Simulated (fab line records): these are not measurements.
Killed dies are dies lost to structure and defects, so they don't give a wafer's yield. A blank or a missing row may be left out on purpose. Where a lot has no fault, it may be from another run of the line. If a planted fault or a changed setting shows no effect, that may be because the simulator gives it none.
The tool behind it: which one? ; flow gf180mcu ; Sampling: 24 lots, 72 wafers, 2 of 602 route steps

WHAT THE GAUGES READ, wafer by wafer
GF_V2_BOW_MEAS_05. Usual: for V2_BOW the level is 103 um and the standard deviation is 7.8.
lot;measured;on;V2_BOW (um);flag
L074;day 19 12:46;filmMetro-02;100 109 112;
L075;day 20 02:41;filmMetro-02;101 94 101;
L076;day 20 15:02;filmMetro-01;108 94 111;
L077;day 21 03:56;filmMetro-02;115 118 113;
L078;day 21 05:29;filmMetro-02;100 111 88;
L079;day 21 10:05;filmMetro-02;107 102 110;
L080;day 21 20:52;filmMetro-04;100 104 104;
L082;day 22 07:47;filmMetro-01;102 100 95;
L081;day 22 08:25;filmMetro-04;113 99 96;
L084;day 23 03:22;filmMetro-04;99 98 102;
L083;day 23 03:43;filmMetro-01;114 99 101;
L085;day 23 12:53;filmMetro-04;100 90 113;
L086;day 23 22:44;filmMetro-02;94 120 107;
L087;day 24 01:37;filmMetro-04;97 104 109;
L088;day 24 09:14;filmMetro-02;94 106 106;
L089;day 24 18:50;filmMetro-01;96 95 98;
L090;day 25 06:30;filmMetro-02;109 101 97;
L091;day 25 12:12;filmMetro-02;101 109 104;
L092;day 25 14:03;filmMetro-04;89 98 93;
L093;day 26 00:52;filmMetro-04;101 115 112;
L094;day 26 08:06;filmMetro-02;109 89 100;
L095;day 26 09:45;filmMetro-01;95 84 92;
L096;day 26 13:02;filmMetro-02;106 106 113;
L097;day 26 14:16;filmMetro-02;96 89 97;

TOOL THAT RAN EACH LOT (tool first, then ch and the chambers of the sampled wafers, then the start)
lot;GF_CONTACT_ETCH_16
L074;rieDiel-03 ch 0,1,2, day 16 08:02
L075;rieDiel-02 ch 0,1,2, day 16 22:08
L076;rieDiel-03 ch 1,2,3, day 17 10:41
L077;rieDiel-03 ch 2,3, day 17 22:14
L078;rieDiel-01 ch 0,1, day 17 23:53
L079;rieDiel-03 ch 0,1, day 18 03:50
L080;rieDiel-01 ch 0,2, day 18 15:44
L082;rieDiel-01 ch 0,1, day 19 01:56
L081;rieDiel-03 ch 1,2, day 19 02:29
L084;rieDiel-02 ch 0,1,2, day 19 21:41
L083;rieDiel-03 ch 0,1,3, day 19 22:41
L085;rieDiel-02 ch 1,2,3, day 20 08:20
L086;rieDiel-03 ch 0,1,2, day 20 19:05
L087;rieDiel-02 ch 1,2,3, day 20 21:54
L088;rieDiel-03 ch 1,2, day 21 06:11
L089;rieDiel-02 ch 0,1,2, day 21 18:11
L090;rieDiel-01 ch 0,3, day 22 04:14
L091;rieDiel-02 ch 0,2, day 22 09:50
L092;rieDiel-02 ch 1,3, day 22 13:23
L093;rieDiel-03 ch 1,2,3, day 23 01:55
L094;rieDiel-02 ch 2,3, day 23 07:20
L095;rieDiel-03 ch 1,2, day 23 09:29
L096;rieDiel-03 ch 0,2,3, day 23 15:11
L097;rieDiel-01 ch 1,2, day 23 16:29
- GF_CONTACT_ETCH_16: etches BARC in N2/H2.

AS READ BY THE TOOLS THEMSELVES (means over the sampled wafers that have a number; for cases with no such wafer, the mark the record gives instead)
GF_CONTACT_ETCH_16. Usual: drypumpMotorCurrentA 5.6 A, standard deviation 0.47; oesProductAu 0.855 a.u., standard deviation 0.0046; rfFwdPowerW 495.0 W, standard deviation 2.2; throttleValvePct 13.224 %, standard deviation 0.0088.
lot;tool;drypumpMotorCurrentA (A);oesProductAu (a.u.);rfFwdPowerW (W);throttleValvePct (%);flag
L074;rieDiel-03;5.8;0.856;494.9;13.229;
L075;rieDiel-02;5.4;0.857;494.3;13.233;
L076;rieDiel-03;5.8;0.857;494.6;13.217;
L077;rieDiel-03;5.4;0.857;496.9;13.217;
L078;rieDiel-01;5.6;0.852;495.1;13.220;
L079;rieDiel-03;6.1;0.861;492.5;13.220;
L080;rieDiel-01;5.8;0.856;497.9;13.225;
L082;rieDiel-01;5.3;0.855;496.1;13.224;
L081;rieDiel-03;5.6;0.857;495.6;13.223;
L084;rieDiel-02;5.5;0.852;496.5;13.221;
L083;rieDiel-03;6.0;0.855;493.0;13.228;
L085;rieDiel-02;5.6;0.862;495.6;13.220;
L086;rieDiel-03;5.8;0.855;492.6;13.231;
L087;rieDiel-02;5.6;0.853;495.5;13.224;
L088;rieDiel-03;5.6;0.857;496.4;13.213;
L089;rieDiel-02;5.5;0.855;494.2;13.223;
L090;rieDiel-01;5.4;0.854;495.9;13.217;
L091;rieDiel-02;5.1;0.853;494.3;13.217;
L092;rieDiel-02;5.7;0.854;494.5;13.232;
L093;rieDiel-03;5.8;0.852;494.0;13.243;
L094;rieDiel-02;5.4;0.855;494.8;13.226;
L095;rieDiel-03;5.9;0.856;496.6;13.222;
L096;rieDiel-03;5.7;0.856;493.9;13.219;
L097;rieDiel-01;5.4;0.858;495.4;13.224;

THE ANSWER, worked out from the rows above alone
Rule: a lot is off if the mean of its wafers that have a number lies more than 3 standard deviations from the usual mean. Also off: a lot with no number at a reading for which 4 or more lots have one. The other lots that the step has rows for count as sound. First the gauges in route order, then the tools' own readings, where a lot's mean is used as printed above. At the first step where some lot is off, the reading lying furthest off is the one used; lots without a number count as furthest.
Across all readings shown, no lot is off: no conclusion can be drawn from this.

WHAT THE SIMULATOR HAD INSERTED
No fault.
